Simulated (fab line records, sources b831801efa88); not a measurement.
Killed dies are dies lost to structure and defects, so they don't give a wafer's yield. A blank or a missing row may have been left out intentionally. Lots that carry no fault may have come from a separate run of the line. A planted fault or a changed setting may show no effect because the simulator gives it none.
What tool caused it? || flow sky130 || 72 wafers from 24 lots sampled at 5 of the route's 708 steps

WHAT THE GAUGES SHOWED, per wafer
SKY_VT_ADJUST_NCORE_TW_MEAS_11.
{"lot": "L074", "measured": "day 8 11:56", "on": "film-metro-04", "VT_ADJUST_NCORE_TW": "220.1 220.9 220.2"}
{"lot": "L075", "measured": "day 8 19:12", "on": "film-metro-01", "VT_ADJUST_NCORE_TW": "214.5 215.6 214.8"}
{"lot": "L076", "measured": "day 9 11:23", "on": "film-metro-02", "VT_ADJUST_NCORE_TW": "217.6 217.2 217.7"}
{"lot": "L077", "measured": "day 9 15:40", "on": "film-metro-01", "VT_ADJUST_NCORE_TW": "216.2 216.3 217.3"}
{"lot": "L078", "measured": "day 10 00:10", "on": "film-metro-01", "VT_ADJUST_NCORE_TW": "214.0 215.0 214.4"}
{"lot": "L079", "measured": "day 10 05:34", "on": "film-metro-04", "VT_ADJUST_NCORE_TW": "218.6 218.0 218.2"}
{"lot": "L080", "measured": "day 10 11:29", "on": "film-metro-01", "VT_ADJUST_NCORE_TW": "213.4 213.6 213.4"}
{"lot": "L081", "measured": "day 10 14:57", "on": "film-metro-04", "VT_ADJUST_NCORE_TW": "218.6 219.5 218.5"}
{"lot": "L082", "measured": "day 10 23:53", "on": "film-metro-01", "VT_ADJUST_NCORE_TW": "213.6 214.2 213.5"}
{"lot": "L083", "measured": "day 11 05:36", "on": "film-metro-04", "VT_ADJUST_NCORE_TW": "221.0 219.3 218.1"}
{"lot": "L084", "measured": "day 11 12:18", "on": "film-metro-04", "VT_ADJUST_NCORE_TW": "219.5 219.6 219.5"}
{"lot": "L085", "measured": "day 11 20:48", "on": "film-metro-04", "VT_ADJUST_NCORE_TW": "218.7 219.8 219.3"}
{"lot": "L086", "measured": "day 12 03:42", "on": "film-metro-01", "VT_ADJUST_NCORE_TW": "213.7 215.0 215.4"}
{"lot": "L087", "measured": "day 12 08:12", "on": "film-metro-02", "VT_ADJUST_NCORE_TW": "217.1 218.5 217.7"}
{"lot": "L088", "measured": "day 12 14:13", "on": "film-metro-01", "VT_ADJUST_NCORE_TW": "215.8 214.0 214.9"}
{"lot": "L089", "measured": "day 12 21:37", "on": "film-metro-01", "VT_ADJUST_NCORE_TW": "216.5 215.7 214.6"}
{"lot": "L090", "measured": "day 13 10:50", "on": "film-metro-02", "VT_ADJUST_NCORE_TW": "215.8 217.9 218.6"}
{"lot": "L091", "measured": "day 13 14:47", "on": "film-metro-01", "VT_ADJUST_NCORE_TW": "215.9 215.5 215.0"}
{"lot": "L092", "measured": "day 13 18:42", "on": "film-metro-04", "VT_ADJUST_NCORE_TW": "219.0 218.9 219.7"}
{"lot": "L093", "measured": "day 14 06:19", "on": "film-metro-04", "VT_ADJUST_NCORE_TW": "217.2 218.1 219.3"}
{"lot": "L094", "measured": "day 14 11:37", "on": "film-metro-04", "VT_ADJUST_NCORE_TW": "218.8 218.2 216.7"}
{"lot": "L095", "measured": "day 14 18:27", "on": "film-metro-02", "VT_ADJUST_NCORE_TW": "217.2 217.9 217.5"}
{"lot": "L096", "measured": "day 14 20:41", "on": "film-metro-01", "VT_ADJUST_NCORE_TW": "213.7 213.2 213.0"}
{"lot": "L097", "measured": "day 15 06:06", "on": "film-metro-01", "VT_ADJUST_NCORE_TW": "216.1 215.7 216.7"}

SKY_CAP2M_RS_MEAS_03: a four-point-probe measurement.
{"lot": "L074", "measured": "day 39 15:09", "on": "film-metro-03", "CAP2M_TIN_RS (ohm/sq)": "6.92 6.88 6.95"}
{"lot": "L075", "measured": "day 39 20:34", "on": "film-metro-03", "CAP2M_TIN_RS (ohm/sq)": "7.08 7.02 7.05"}
{"lot": "L076", "measured": "day 40 14:59", "on": "film-metro-01", "CAP2M_TIN_RS (ohm/sq)": "6.87 6.86 6.85"}
{"lot": "L077", "measured": "day 40 17:34", "on": "film-metro-01", "CAP2M_TIN_RS (ohm/sq)": "6.77 6.82 6.80"}
{"lot": "L078", "measured": "day 41 22:06", "on": "film-metro-01", "CAP2M_TIN_RS (ohm/sq)": "6.93 7.01 6.93"}
{"lot": "L079", "measured": "day 42 03:16", "on": "film-metro-01", "CAP2M_TIN_RS (ohm/sq)": "6.92 6.79 6.81"}
{"lot": "L080", "measured": "day 42 01:00", "on": "film-metro-01", "CAP2M_TIN_RS (ohm/sq)": "6.90 6.90 6.89"}
{"lot": "L081", "measured": "day 41 23:16", "on": "film-metro-03", "CAP2M_TIN_RS (ohm/sq)": "6.99 6.96 7.02"}
{"lot": "L082", "measured": "day 42 03:24", "on": "film-metro-03", "CAP2M_TIN_RS (ohm/sq)": "6.92 6.94 6.99"}
{"lot": "L083", "measured": "day 42 09:20", "on": "film-metro-02", "CAP2M_TIN_RS (ohm/sq)": "6.85 6.86 6.79"}
{"lot": "L084", "measured": "day 43 02:38", "on": "film-metro-02", "CAP2M_TIN_RS (ohm/sq)": "6.93 6.92 7.00"}
{"lot": "L085", "measured": "day 43 00:25", "on": "film-metro-02", "CAP2M_TIN_RS (ohm/sq)": "6.89 6.84 6.86"}
{"lot": "L086", "measured": "day 43 03:53", "on": "film-metro-03", "CAP2M_TIN_RS (ohm/sq)": "6.84 6.84 6.84"}
{"lot": "L087", "measured": "day 43 10:04", "on": "film-metro-03", "CAP2M_TIN_RS (ohm/sq)": "7.08 7.07 7.08"}
{"lot": "L088", "measured": "day 43 12:38", "on": "film-metro-01", "CAP2M_TIN_RS (ohm/sq)": "6.84 6.83 6.75"}
{"lot": "L089", "measured": "day 43 21:09", "on": "film-metro-02", "CAP2M_TIN_RS (ohm/sq)": "6.91 6.92 6.93"}
{"lot": "L090", "measured": "day 44 06:27", "on": "film-metro-01", "CAP2M_TIN_RS (ohm/sq)": "6.95 6.96 6.92"}
{"lot": "L091", "measured": "day 44 10:40", "on": "film-metro-03", "CAP2M_TIN_RS (ohm/sq)": "6.95 6.92 6.93"}
{"lot": "L092", "measured": "day 44 19:31", "on": "film-metro-01", "CAP2M_TIN_RS (ohm/sq)": "6.94 6.94 6.93"}
{"lot": "L093", "measured": "day 45 01:17", "on": "film-metro-03", "CAP2M_TIN_RS (ohm/sq)": "6.99 6.92 7.00"}
{"lot": "L094", "measured": "day 45 03:23", "on": "film-metro-02", "CAP2M_TIN_RS (ohm/sq)": "6.94 6.90 6.95"}
{"lot": "L095", "measured": "day 45 05:58", "on": "film-metro-03", "CAP2M_TIN_RS (ohm/sq)": "6.77 6.78 6.76"}
{"lot": "L096", "measured": "day 45 15:13", "on": "film-metro-02", "CAP2M_TIN_RS (ohm/sq)": "6.89 6.92 6.87"}
{"lot": "L097", "measured": "day 45 20:48", "on": "film-metro-02", "CAP2M_TIN_RS (ohm/sq)": "6.93 6.90 6.90"}

TOOL THAT RAN EACH LOT (tool first, then ch and the chambers of the sampled wafers, then the start)
{"lot": "L074", "SKY_VT_ADJUST_HVTP_STRIP_10": "plasma-asher-04 ch 0,1, day 6 00:06", "SKY_METAL1_DESCUM_17": "rie-metal-02 ch 0,1, day 32 16:20", "SKY_METAL1_METAL_ETCH_19": "rie-metal-02 ch 0,1, day 32 16:26"}
{"lot": "L075", "SKY_VT_ADJUST_HVTP_STRIP_10": "plasma-asher-03 ch 0,1, day 6 06:17", "SKY_METAL1_DESCUM_17": "rie-metal-04 ch 0,1, day 32 22:50", "SKY_METAL1_METAL_ETCH_19": "rie-metal-04 ch 0,1, day 32 22:57"}
{"lot": "L076", "SKY_VT_ADJUST_HVTP_STRIP_10": "plasma-asher-04 ch 0,1, day 6 20:37", "SKY_METAL1_DESCUM_17": "rie-metal-04 ch 0,1, day 33 17:50", "SKY_METAL1_METAL_ETCH_19": "rie-metal-04 ch 0,1, day 33 17:56"}
{"lot": "L077", "SKY_VT_ADJUST_HVTP_STRIP_10": "plasma-asher-04 ch 0, day 7 00:33", "SKY_METAL1_DESCUM_17": "rie-metal-03 ch 0,1, day 33 21:38", "SKY_METAL1_METAL_ETCH_19": "rie-metal-03 ch 0,1, day 33 21:44"}
{"lot": "L078", "SKY_VT_ADJUST_HVTP_STRIP_10": "plasma-asher-04 ch 0,1, day 7 09:26", "SKY_METAL1_DESCUM_17": "rie-metal-03 ch 0,1, day 35 04:37", "SKY_METAL1_METAL_ETCH_19": "rie-metal-03 ch 0,1, day 35 04:43"}
{"lot": "L079", "SKY_VT_ADJUST_HVTP_STRIP_10": "plasma-asher-04 ch 1, day 7 13:45", "SKY_METAL1_DESCUM_17": "rie-metal-03 ch 0,1, day 35 09:02", "SKY_METAL1_METAL_ETCH_19": "rie-metal-03 ch 0,1, day 35 09:08"}
{"lot": "L080", "SKY_VT_ADJUST_HVTP_STRIP_10": "plasma-asher-02 ch 0,1, day 7 19:18", "SKY_METAL1_DESCUM_17": "rie-metal-02 ch 0,1, day 35 08:08", "SKY_METAL1_METAL_ETCH_19": "rie-metal-02 ch 0,1, day 35 08:13"}
{"lot": "L081", "SKY_VT_ADJUST_HVTP_STRIP_10": "plasma-asher-03 ch 0,1, day 7 22:09", "SKY_METAL1_DESCUM_17": "rie-metal-04 ch 0,1, day 35 07:38", "SKY_METAL1_METAL_ETCH_19": "rie-metal-04 ch 0,1, day 35 07:44"}
{"lot": "L082", "SKY_VT_ADJUST_HVTP_STRIP_10": "plasma-asher-04 ch 0,1, day 8 06:42", "SKY_METAL1_DESCUM_17": "rie-metal-02 ch 0,1, day 35 11:17", "SKY_METAL1_METAL_ETCH_19": "rie-metal-02 ch 0,1, day 35 11:23"}
{"lot": "L083", "SKY_VT_ADJUST_HVTP_STRIP_10": "plasma-asher-04 ch 0,1, day 8 11:38", "SKY_METAL1_DESCUM_17": "rie-metal-04 ch 0,1, day 35 16:56", "SKY_METAL1_METAL_ETCH_19": "rie-metal-04 ch 0,1, day 35 17:03"}
{"lot": "L084", "SKY_VT_ADJUST_HVTP_STRIP_10": "plasma-asher-02 ch 0,1, day 8 17:24", "SKY_METAL1_DESCUM_17": "rie-metal-04 ch 0,1, day 36 13:09", "SKY_METAL1_METAL_ETCH_19": "rie-metal-04 ch 0,1, day 36 13:14"}
{"lot": "L085", "SKY_VT_ADJUST_HVTP_STRIP_10": "plasma-asher-02 ch 0,1, day 9 03:08", "SKY_METAL1_DESCUM_17": "rie-metal-02 ch 0,1, day 36 09:14", "SKY_METAL1_METAL_ETCH_19": "rie-metal-02 ch 0,1, day 36 09:21"}
{"lot": "L086", "SKY_VT_ADJUST_HVTP_STRIP_10": "plasma-asher-03 ch 0,1, day 9 07:18", "SKY_METAL1_DESCUM_17": "rie-metal-03 ch 0,1, day 36 13:42", "SKY_METAL1_METAL_ETCH_19": "rie-metal-03 ch 0,1, day 36 13:47"}
{"lot": "L087", "SKY_VT_ADJUST_HVTP_STRIP_10": "plasma-asher-02 ch 0,1, day 9 11:09", "SKY_METAL1_DESCUM_17": "rie-metal-03 ch 0,1, day 36 22:24", "SKY_METAL1_METAL_ETCH_19": "rie-metal-03 ch 0,1, day 36 22:29"}
{"lot": "L088", "SKY_VT_ADJUST_HVTP_STRIP_10": "plasma-asher-03 ch 0,1, day 9 17:38", "SKY_METAL1_DESCUM_17": "rie-metal-02 ch 1, day 37 01:54", "SKY_METAL1_METAL_ETCH_19": "rie-metal-02 ch 1, day 37 02:08"}
{"lot": "L089", "SKY_VT_ADJUST_HVTP_STRIP_10": "plasma-asher-04 ch 0,1, day 10 00:44", "SKY_METAL1_DESCUM_17": "rie-metal-04 ch 0,1, day 37 09:40", "SKY_METAL1_METAL_ETCH_19": "rie-metal-04 ch 0,1, day 37 09:46"}
{"lot": "L090", "SKY_VT_ADJUST_HVTP_STRIP_10": "plasma-asher-03 ch 0,1, day 10 11:09", "SKY_METAL1_DESCUM_17": "rie-metal-03 ch 0,1, day 37 22:32", "SKY_METAL1_METAL_ETCH_19": "rie-metal-03 ch 0,1, day 37 22:37"}
{"lot": "L091", "SKY_VT_ADJUST_HVTP_STRIP_10": "plasma-asher-03 ch 0,1, day 10 13:09", "SKY_METAL1_DESCUM_17": "rie-metal-04 ch 0,1, day 38 04:00", "SKY_METAL1_METAL_ETCH_19": "rie-metal-04 ch 0,1, day 38 04:05"}
{"lot": "L092", "SKY_VT_ADJUST_HVTP_STRIP_10": "plasma-asher-04 ch 0,1, day 10 17:18", "SKY_METAL1_DESCUM_17": "rie-metal-03 ch 0,1, day 38 11:44", "SKY_METAL1_METAL_ETCH_19": "rie-metal-03 ch 0,1, day 38 11:49"}
{"lot": "L093", "SKY_VT_ADJUST_HVTP_STRIP_10": "plasma-asher-02 ch 0,1, day 11 04:21", "SKY_METAL1_DESCUM_17": "rie-metal-02 ch 0,1, day 38 17:37", "SKY_METAL1_METAL_ETCH_19": "rie-metal-02 ch 0,1, day 38 17:43"}
{"lot": "L094", "SKY_VT_ADJUST_HVTP_STRIP_10": "plasma-asher-04 ch 0,1, day 11 08:57", "SKY_METAL1_DESCUM_17": "rie-metal-04 ch 0,1, day 38 20:49", "SKY_METAL1_METAL_ETCH_19": "rie-metal-04 ch 0,1, day 38 20:55"}
{"lot": "L095", "SKY_VT_ADJUST_HVTP_STRIP_10": "plasma-asher-03 ch 0,1, day 11 14:48", "SKY_METAL1_DESCUM_17": "rie-metal-02 ch 0,1, day 39 01:17", "SKY_METAL1_METAL_ETCH_19": "rie-metal-02 ch 0,1, day 39 01:22"}
{"lot": "L096", "SKY_VT_ADJUST_HVTP_STRIP_10": "plasma-asher-04 ch 0,1, day 11 17:42", "SKY_METAL1_DESCUM_17": "rie-metal-03 ch 0,1, day 39 09:36", "SKY_METAL1_METAL_ETCH_19": "rie-metal-03 ch 0,1, day 39 09:41"}
{"lot": "L097", "SKY_VT_ADJUST_HVTP_STRIP_10": "plasma-asher-03 ch 0,1, day 12 03:15", "SKY_METAL1_DESCUM_17": "rie-metal-04 ch 0, day 39 16:57", "SKY_METAL1_METAL_ETCH_19": "rie-metal-04 ch 0, day 39 17:02"}
- SKY_VT_ADJUST_HVTP_STRIP_10: strips in O2/N2.
- SKY_METAL1_DESCUM_17: chemistry O2, time 8 s.
- SKY_METAL1_METAL_ETCH_19: etches the open film in Cl2/BCl3, stops on SiO2, target depth 360 nm, time 78 s.

WHAT THE TOOLS THEMSELVES READ (means of the sampled wafers that have a number; where no wafer has one, the mark that the record gives instead)
SKY_VT_ADJUST_HVTP_STRIP_10.
{"lot": "L074", "tool": "plasma-asher-04", "chamber-pressure-mTorr (mTorr)": 1498.8, "drypump-motor-current-A (A)": 5.8, "oes-product-au (a.u.)": 0.719, "strip-time-to-endpoint-s (s)": 14.12}
{"lot": "L075", "tool": "plasma-asher-03", "chamber-pressure-mTorr (mTorr)": 1499.2, "drypump-motor-current-A (A)": 5.1, "oes-product-au (a.u.)": 0.718, "strip-time-to-endpoint-s (s)": 14.12}
{"lot": "L076", "tool": "plasma-asher-04", "chamber-pressure-mTorr (mTorr)": 1499.9, "drypump-motor-current-A (A)": 5.8, "oes-product-au (a.u.)": 0.717, "strip-time-to-endpoint-s (s)": 14.13}
{"lot": "L077", "tool": "plasma-asher-04", "chamber-pressure-mTorr (mTorr)": 1500.2, "drypump-motor-current-A (A)": 6.1, "oes-product-au (a.u.)": 0.717, "strip-time-to-endpoint-s (s)": 14.09}
{"lot": "L078", "tool": "plasma-asher-04", "chamber-pressure-mTorr (mTorr)": 1499.8, "drypump-motor-current-A (A)": 6.0, "oes-product-au (a.u.)": 0.717, "strip-time-to-endpoint-s (s)": 14.21}
{"lot": "L079", "tool": "plasma-asher-04", "chamber-pressure-mTorr (mTorr)": 1499.2, "drypump-motor-current-A (A)": 5.7, "oes-product-au (a.u.)": 0.716, "strip-time-to-endpoint-s (s)": 14.15}
{"lot": "L080", "tool": "plasma-asher-02", "chamber-pressure-mTorr (mTorr)": 1498.9, "drypump-motor-current-A (A)": 5.3, "oes-product-au (a.u.)": 0.714, "strip-time-to-endpoint-s (s)": 14.17}
{"lot": "L081", "tool": "plasma-asher-03", "chamber-pressure-mTorr (mTorr)": 1500.1, "drypump-motor-current-A (A)": 5.3, "oes-product-au (a.u.)": 0.719, "strip-time-to-endpoint-s (s)": 14.16}
{"lot": "L082", "tool": "plasma-asher-04", "chamber-pressure-mTorr (mTorr)": 1499.7, "drypump-motor-current-A (A)": 6.0, "oes-product-au (a.u.)": 0.716, "strip-time-to-endpoint-s (s)": 14.13}
{"lot": "L083", "tool": "plasma-asher-04", "chamber-pressure-mTorr (mTorr)": 1499.1, "drypump-motor-current-A (A)": 5.8, "oes-product-au (a.u.)": 0.718, "strip-time-to-endpoint-s (s)": 14.10}
{"lot": "L084", "tool": "plasma-asher-02", "chamber-pressure-mTorr (mTorr)": 1500.7, "drypump-motor-current-A (A)": 5.5, "oes-product-au (a.u.)": 0.716, "strip-time-to-endpoint-s (s)": 14.16}
{"lot": "L085", "tool": "plasma-asher-02", "chamber-pressure-mTorr (mTorr)": 1500.8, "drypump-motor-current-A (A)": 5.5, "oes-product-au (a.u.)": 0.714, "strip-time-to-endpoint-s (s)": 14.13}
{"lot": "L086", "tool": "plasma-asher-03", "chamber-pressure-mTorr (mTorr)": 1499.9, "drypump-motor-current-A (A)": 5.1, "oes-product-au (a.u.)": 0.719, "strip-time-to-endpoint-s (s)": 14.13}
{"lot": "L087", "tool": "plasma-asher-02", "chamber-pressure-mTorr (mTorr)": 1500.3, "drypump-motor-current-A (A)": 5.3, "oes-product-au (a.u.)": 0.714, "strip-time-to-endpoint-s (s)": 14.12}
{"lot": "L088", "tool": "plasma-asher-03", "chamber-pressure-mTorr (mTorr)": 1498.5, "drypump-motor-current-A (A)": 5.3, "oes-product-au (a.u.)": 0.722, "strip-time-to-endpoint-s (s)": 14.15}
{"lot": "L089", "tool": "plasma-asher-04", "chamber-pressure-mTorr (mTorr)": 1500.2, "drypump-motor-current-A (A)": 5.8, "oes-product-au (a.u.)": 0.714, "strip-time-to-endpoint-s (s)": 14.14}
{"lot": "L090", "tool": "plasma-asher-03", "chamber-pressure-mTorr (mTorr)": 1500.7, "drypump-motor-current-A (A)": 5.1, "oes-product-au (a.u.)": 0.715, "strip-time-to-endpoint-s (s)": 14.16}
{"lot": "L091", "tool": "plasma-asher-03", "chamber-pressure-mTorr (mTorr)": 1500.0, "drypump-motor-current-A (A)": 5.3, "oes-product-au (a.u.)": 0.715, "strip-time-to-endpoint-s (s)": 14.11}
{"lot": "L092", "tool": "plasma-asher-04", "chamber-pressure-mTorr (mTorr)": 1500.0, "drypump-motor-current-A (A)": 5.9, "oes-product-au (a.u.)": 0.715, "strip-time-to-endpoint-s (s)": 14.16}
{"lot": "L093", "tool": "plasma-asher-02", "chamber-pressure-mTorr (mTorr)": 1500.5, "drypump-motor-current-A (A)": 5.4, "oes-product-au (a.u.)": 0.717, "strip-time-to-endpoint-s (s)": 14.09}
{"lot": "L094", "tool": "plasma-asher-04", "chamber-pressure-mTorr (mTorr)": 1499.7, "drypump-motor-current-A (A)": 6.0, "oes-product-au (a.u.)": 0.712, "strip-time-to-endpoint-s (s)": 14.17}
{"lot": "L095", "tool": "plasma-asher-03", "chamber-pressure-mTorr (mTorr)": 1499.6, "drypump-motor-current-A (A)": 5.1, "oes-product-au (a.u.)": 0.716, "strip-time-to-endpoint-s (s)": 14.17}
{"lot": "L096", "tool": "plasma-asher-04", "chamber-pressure-mTorr (mTorr)": 1499.8, "drypump-motor-current-A (A)": 5.9, "oes-product-au (a.u.)": 0.715, "strip-time-to-endpoint-s (s)": 14.23}
{"lot": "L097", "tool": "plasma-asher-03", "chamber-pressure-mTorr (mTorr)": 1500.2, "drypump-motor-current-A (A)": 5.1, "oes-product-au (a.u.)": 0.712, "strip-time-to-endpoint-s (s)": 14.15}

SKY_METAL1_DESCUM_17.
{"lot": "L074", "tool": "rie-metal-02", "chamber-pressure-mTorr (mTorr)": 10.005, "drypump-motor-current-A (A)": 5.9, "oes-product-au (a.u.)": 1.006}
{"lot": "L075", "tool": "rie-metal-04", "chamber-pressure-mTorr (mTorr)": 10.000, "drypump-motor-current-A (A)": 5.7, "oes-product-au (a.u.)": 1.007}
{"lot": "L076", "tool": "rie-metal-04", "chamber-pressure-mTorr (mTorr)": 9.996, "drypump-motor-current-A (A)": 6.0, "oes-product-au (a.u.)": 1.007}
{"lot": "L077", "tool": "rie-metal-03", "chamber-pressure-mTorr (mTorr)": 10.003, "drypump-motor-current-A (A)": 5.6, "oes-product-au (a.u.)": 1.008}
{"lot": "L078", "tool": "rie-metal-03", "chamber-pressure-mTorr (mTorr)": 9.997, "drypump-motor-current-A (A)": 5.6, "oes-product-au (a.u.)": 1.010}
{"lot": "L079", "tool": "rie-metal-03", "chamber-pressure-mTorr (mTorr)": 9.987, "drypump-motor-current-A (A)": 5.6, "oes-product-au (a.u.)": 1.008}
{"lot": "L080", "tool": "rie-metal-02", "chamber-pressure-mTorr (mTorr)": 10.007, "drypump-motor-current-A (A)": 5.9, "oes-product-au (a.u.)": 0.997}
{"lot": "L081", "tool": "rie-metal-04", "chamber-pressure-mTorr (mTorr)": 10.006, "drypump-motor-current-A (A)": 6.0, "oes-product-au (a.u.)": 1.004}
{"lot": "L082", "tool": "rie-metal-02", "chamber-pressure-mTorr (mTorr)": 9.995, "drypump-motor-current-A (A)": 5.9, "oes-product-au (a.u.)": 1.006}
{"lot": "L083", "tool": "rie-metal-04", "chamber-pressure-mTorr (mTorr)": 10.001, "drypump-motor-current-A (A)": 5.7, "oes-product-au (a.u.)": 0.995}
{"lot": "L084", "tool": "rie-metal-04", "chamber-pressure-mTorr (mTorr)": 9.998, "drypump-motor-current-A (A)": 5.7, "oes-product-au (a.u.)": 1.005}
{"lot": "L085", "tool": "rie-metal-02", "chamber-pressure-mTorr (mTorr)": 10.003, "drypump-motor-current-A (A)": 5.9, "oes-product-au (a.u.)": 1.004}
{"lot": "L086", "tool": "rie-metal-03", "chamber-pressure-mTorr (mTorr)": 10.000, "drypump-motor-current-A (A)": 5.6, "oes-product-au (a.u.)": 1.000}
{"lot": "L087", "tool": "rie-metal-03", "chamber-pressure-mTorr (mTorr)": 9.995, "drypump-motor-current-A (A)": 5.6, "oes-product-au (a.u.)": 0.997}
{"lot": "L088", "tool": "rie-metal-02", "chamber-pressure-mTorr (mTorr)": 9.995, "drypump-motor-current-A (A)": 6.0, "oes-product-au (a.u.)": 1.008}
{"lot": "L089", "tool": "rie-metal-04", "chamber-pressure-mTorr (mTorr)": 9.992, "drypump-motor-current-A (A)": 6.1, "oes-product-au (a.u.)": 1.008}
{"lot": "L090", "tool": "rie-metal-03", "chamber-pressure-mTorr (mTorr)": 10.007, "drypump-motor-current-A (A)": 5.6, "oes-product-au (a.u.)": 0.996}
{"lot": "L091", "tool": "rie-metal-04", "chamber-pressure-mTorr (mTorr)": 10.003, "drypump-motor-current-A (A)": 6.0, "oes-product-au (a.u.)": 1.006}
{"lot": "L092", "tool": "rie-metal-03", "chamber-pressure-mTorr (mTorr)": 10.011, "drypump-motor-current-A (A)": 5.6, "oes-product-au (a.u.)": 0.997}
{"lot": "L093", "tool": "rie-metal-02", "chamber-pressure-mTorr (mTorr)": 9.999, "drypump-motor-current-A (A)": 5.9, "oes-product-au (a.u.)": 1.011}
{"lot": "L094", "tool": "rie-metal-04", "chamber-pressure-mTorr (mTorr)": 10.000, "drypump-motor-current-A (A)": 5.7, "oes-product-au (a.u.)": 0.996}
{"lot": "L095", "tool": "rie-metal-02", "chamber-pressure-mTorr (mTorr)": 10.002, "drypump-motor-current-A (A)": 6.0, "oes-product-au (a.u.)": 1.010}
{"lot": "L096", "tool": "rie-metal-03", "chamber-pressure-mTorr (mTorr)": 10.001, "drypump-motor-current-A (A)": 5.6, "oes-product-au (a.u.)": 1.000}
{"lot": "L097", "tool": "rie-metal-04", "chamber-pressure-mTorr (mTorr)": 10.002, "drypump-motor-current-A (A)": 5.4, "oes-product-au (a.u.)": 0.998}

SKY_METAL1_METAL_ETCH_19.
{"lot": "L074", "tool": "rie-metal-02", "chamber-pressure-mTorr (mTorr)": 9.997, "drypump-motor-current-A (A)": 5.9, "oes-product-au (a.u.)": 0.858, "throttle-valve-pct (%)": 22.257}
{"lot": "L075", "tool": "rie-metal-04", "chamber-pressure-mTorr (mTorr)": 10.004, "drypump-motor-current-A (A)": 5.7, "oes-product-au (a.u.)": 0.857, "throttle-valve-pct (%)": 22.265}
{"lot": "L076", "tool": "rie-metal-04", "chamber-pressure-mTorr (mTorr)": 10.004, "drypump-motor-current-A (A)": 6.0, "oes-product-au (a.u.)": 0.848, "throttle-valve-pct (%)": 22.261}
{"lot": "L077", "tool": "rie-metal-03", "chamber-pressure-mTorr (mTorr)": 10.000, "drypump-motor-current-A (A)": 5.6, "oes-product-au (a.u.)": 0.855, "throttle-valve-pct (%)": 22.260}
{"lot": "L078", "tool": "rie-metal-03", "chamber-pressure-mTorr (mTorr)": 10.003, "drypump-motor-current-A (A)": 5.6, "oes-product-au (a.u.)": 0.858, "throttle-valve-pct (%)": 22.264}
{"lot": "L079", "tool": "rie-metal-03", "chamber-pressure-mTorr (mTorr)": 10.008, "drypump-motor-current-A (A)": 5.6, "oes-product-au (a.u.)": 0.857, "throttle-valve-pct (%)": 22.264}
{"lot": "L080", "tool": "rie-metal-02", "chamber-pressure-mTorr (mTorr)": 9.997, "drypump-motor-current-A (A)": 5.9, "oes-product-au (a.u.)": 0.858, "throttle-valve-pct (%)": 22.265}
{"lot": "L081", "tool": "rie-metal-04", "chamber-pressure-mTorr (mTorr)": 10.008, "drypump-motor-current-A (A)": 6.0, "oes-product-au (a.u.)": 0.867, "throttle-valve-pct (%)": 22.263}
{"lot": "L082", "tool": "rie-metal-02", "chamber-pressure-mTorr (mTorr)": 10.005, "drypump-motor-current-A (A)": 5.9, "oes-product-au (a.u.)": 0.855, "throttle-valve-pct (%)": 22.265}
{"lot": "L083", "tool": "rie-metal-04", "chamber-pressure-mTorr (mTorr)": 10.004, "drypump-motor-current-A (A)": 5.7, "oes-product-au (a.u.)": 0.860, "throttle-valve-pct (%)": 22.253}
{"lot": "L084", "tool": "rie-metal-04", "chamber-pressure-mTorr (mTorr)": 10.001, "drypump-motor-current-A (A)": 5.7, "oes-product-au (a.u.)": 0.851, "throttle-valve-pct (%)": 22.261}
{"lot": "L085", "tool": "rie-metal-02", "chamber-pressure-mTorr (mTorr)": 10.018, "drypump-motor-current-A (A)": 5.9, "oes-product-au (a.u.)": 0.858, "throttle-valve-pct (%)": 22.262}
{"lot": "L086", "tool": "rie-metal-03", "chamber-pressure-mTorr (mTorr)": 9.996, "drypump-motor-current-A (A)": 5.6, "oes-product-au (a.u.)": 0.854, "throttle-valve-pct (%)": 22.259}
{"lot": "L087", "tool": "rie-metal-03", "chamber-pressure-mTorr (mTorr)": 9.997, "drypump-motor-current-A (A)": 5.6, "oes-product-au (a.u.)": 0.861, "throttle-valve-pct (%)": 22.265}
{"lot": "L088", "tool": "rie-metal-02", "chamber-pressure-mTorr (mTorr)": 9.998, "drypump-motor-current-A (A)": 6.0, "oes-product-au (a.u.)": 0.854, "throttle-valve-pct (%)": 22.263}
{"lot": "L089", "tool": "rie-metal-04", "chamber-pressure-mTorr (mTorr)": 10.005, "drypump-motor-current-A (A)": 6.0, "oes-product-au (a.u.)": 0.851, "throttle-valve-pct (%)": 22.260}
{"lot": "L090", "tool": "rie-metal-03", "chamber-pressure-mTorr (mTorr)": 9.997, "drypump-motor-current-A (A)": 5.6, "oes-product-au (a.u.)": 0.854, "throttle-valve-pct (%)": 22.254}
{"lot": "L091", "tool": "rie-metal-04", "chamber-pressure-mTorr (mTorr)": 10.003, "drypump-motor-current-A (A)": 6.0, "oes-product-au (a.u.)": 0.851, "throttle-valve-pct (%)": 22.265}
{"lot": "L092", "tool": "rie-metal-03", "chamber-pressure-mTorr (mTorr)": 10.002, "drypump-motor-current-A (A)": 5.6, "oes-product-au (a.u.)": 0.856, "throttle-valve-pct (%)": 22.263}
{"lot": "L093", "tool": "rie-metal-02", "chamber-pressure-mTorr (mTorr)": 9.997, "drypump-motor-current-A (A)": 5.9, "oes-product-au (a.u.)": 0.863, "throttle-valve-pct (%)": 22.267}
{"lot": "L094", "tool": "rie-metal-04", "chamber-pressure-mTorr (mTorr)": 9.995, "drypump-motor-current-A (A)": 5.7, "oes-product-au (a.u.)": 0.854, "throttle-valve-pct (%)": 22.258}
{"lot": "L095", "tool": "rie-metal-02", "chamber-pressure-mTorr (mTorr)": 9.998, "drypump-motor-current-A (A)": 6.0, "oes-product-au (a.u.)": 0.860, "throttle-valve-pct (%)": 22.262}
{"lot": "L096", "tool": "rie-metal-03", "chamber-pressure-mTorr (mTorr)": 9.995, "drypump-motor-current-A (A)": 5.6, "oes-product-au (a.u.)": 0.848, "throttle-valve-pct (%)": 22.267}
{"lot": "L097", "tool": "rie-metal-04", "chamber-pressure-mTorr (mTorr)": 10.008, "drypump-motor-current-A (A)": 5.4, "oes-product-au (a.u.)": 0.852, "throttle-valve-pct (%)": 22.273}

THE ANSWER, worked out from the rows above alone
Rule: the lots themselves supply what counts as usual. Put in order of their means at a reading, lots are off if they are a third of the lots or fewer, leave a main group of 4 or more, and stand apart from it by a gap of 3 or more times the standard deviation of the main group's means; of several such gaps the widest counts. A main group is skipped when, at the precision printed for the reading in the tables above, its means are all equal. Also off: a lot with no number at a reading for which 4 or more lots have one. All remaining lots with rows at the step are treated as sound. The gauges are gone through in route order, then the tools' own readings, and for those a lot's mean is taken as printed above. The first step at which some lot is off is used, and at that step the reading that is off furthest; a lot without a number counts as furthest.
No lot is off at any reading shown: from this, nothing can be told.

WHAT THE SIMULATOR HAD INSERTED
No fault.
